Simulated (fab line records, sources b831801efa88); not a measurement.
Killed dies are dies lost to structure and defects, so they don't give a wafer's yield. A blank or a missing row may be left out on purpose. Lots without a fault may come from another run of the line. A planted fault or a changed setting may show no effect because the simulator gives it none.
Tool commonality check | flow gf180mcu | 14 lots, 42 wafers sampled

WHY IT WAS OPENED
At GF_HV_LDD_TW_MEAS_23 the reading HV_LDD_2_TW is flagged on 2 of 14 lots. Wafers without a fault read 1063, standard deviation 7.9.
Rule: a lot is flagged when every wafer of it that has a number lies more than 4 standard deviations from that mean, or none has a number. The other lots count as sound.

lot  | measured     | on            | HV_LDD_2_TW, wafer by wafer | flag
L774 | day 11 11:08 | film_metro-03 | 1072 1068 1059              |
L775 | day 11 15:13 | film_metro-03 | 1065 1066 1068              |
L776 | day 11 22:11 | film_metro-03 | 1064 1062 1065              |
L777 | day 12 11:58 | film_metro-01 | 1051 1048 1050              |
L779 | day 13 01:56 | film_metro-01 | 1056 1059 1059              |
L781 | day 13 17:13 | film_metro-04 | 1020 1027 1023              | FLAGGED
L784 | day 14 10:29 | film_metro-04 | 1017 1018 1017              | FLAGGED
L787 | day 15 08:44 | film_metro-04 | 1063 1071 1062              |
L791 | day 16 15:40 | film_metro-03 | 1066 1068 1069              |
L792 | day 16 20:44 | film_metro-03 | 1070 1066 1067              |
L793 | day 17 03:07 | film_metro-03 | 1066 1060 1064              |
L794 | day 17 12:34 | film_metro-01 | 1049 1051 1051              |
L795 | day 17 19:29 | film_metro-03 | 1073 1072 1070              |
L796 | day 18 04:22 | film_metro-03 | 1062 1069 1071              |
The numbers of the flagged lots are 1020 on average: -43 against the usual, or -5 standard deviations.

WHICH TOOL RAN EACH LOT
The record holds 1 process step before the reading, out of a route of 602 steps. In each cell: the tool, then ch and the chambers that the sampled wafers went through, then the start.
lot  | flag    | GF_HV_LDD_IMPLANT_21
L774 |         | implanter-02 ch 0, day 11 10:55
L775 |         | implanter-04 ch 0, day 11 15:00
L776 |         | implanter-02 ch 0, day 11 21:56
L777 |         | implanter-04 ch 0, day 12 11:43
L779 |         | implanter-04 ch 0, day 13 01:41
L781 | FLAGGED | implanter-02 ch 0, day 13 16:58
L784 | FLAGGED | implanter-02 ch 0, day 14 10:16
L787 |         | implanter-04 ch 0, day 15 08:29
L791 |         | implanter-02 ch 0, day 16 15:25
L792 |         | implanter-04 ch 0, day 16 20:31
L793 |         | implanter-02 ch 0, day 17 02:52
L794 |         | implanter-04 ch 0, day 17 12:19
L795 |         | implanter-04 ch 0, day 17 19:14
L796 |         | implanter-02 ch 0, day 18 04:08
What these steps do:
- GF_HV_LDD_IMPLANT_21
- GF_HV_LDD_TW_MEAS_23

FLAGGED OVER TOTAL, TOOL BY TOOL (the gauges that took the reading come last)
step                 | tool          | lots run | flagged | share of the flagged lots | sound lots run after its first flagged lot
GF_HV_LDD_IMPLANT_21 | implanter-02  | 7        | 2       | all                       | 3 (L791,L793,L796)
GF_HV_LDD_IMPLANT_21 | implanter-04  | 7        | 0       | none                      | -
GF_HV_LDD_TW_MEAS_23 | film_metro-01 | 3        | 0       | none                      | -
GF_HV_LDD_TW_MEAS_23 | film_metro-03 | 8        | 0       | none                      | -
GF_HV_LDD_TW_MEAS_23 | film_metro-04 | 3        | 2       | all                       | 1 (L787)

WHAT THE TABLE ALLOWS
2 rows of the table ran every flagged lot: implanter-02 at GF_HV_LDD_IMPLANT_21, film_metro-04 at GF_HV_LDD_TW_MEAS_23.
- implanter-02 at GF_HV_LDD_IMPLANT_21: 2 of its 7 lots flagged. Sound lots ran on it after the first flagged one (L791, L793, L796), which a lasting fault on the whole tool wouldn't allow. Its own readings lie more than 4 standard deviations out on every wafer of the flagged lots: beam_energy_keV.
- film_metro-04 at GF_HV_LDD_TW_MEAS_23: 2 of its 3 lots flagged. Sound lots ran on it after the first flagged one (L787), which a lasting fault on the whole tool wouldn't allow.
No row of the table ran every flagged lot and no sound lot after the first.

WHAT THE SIMULATOR HAD PUT IN
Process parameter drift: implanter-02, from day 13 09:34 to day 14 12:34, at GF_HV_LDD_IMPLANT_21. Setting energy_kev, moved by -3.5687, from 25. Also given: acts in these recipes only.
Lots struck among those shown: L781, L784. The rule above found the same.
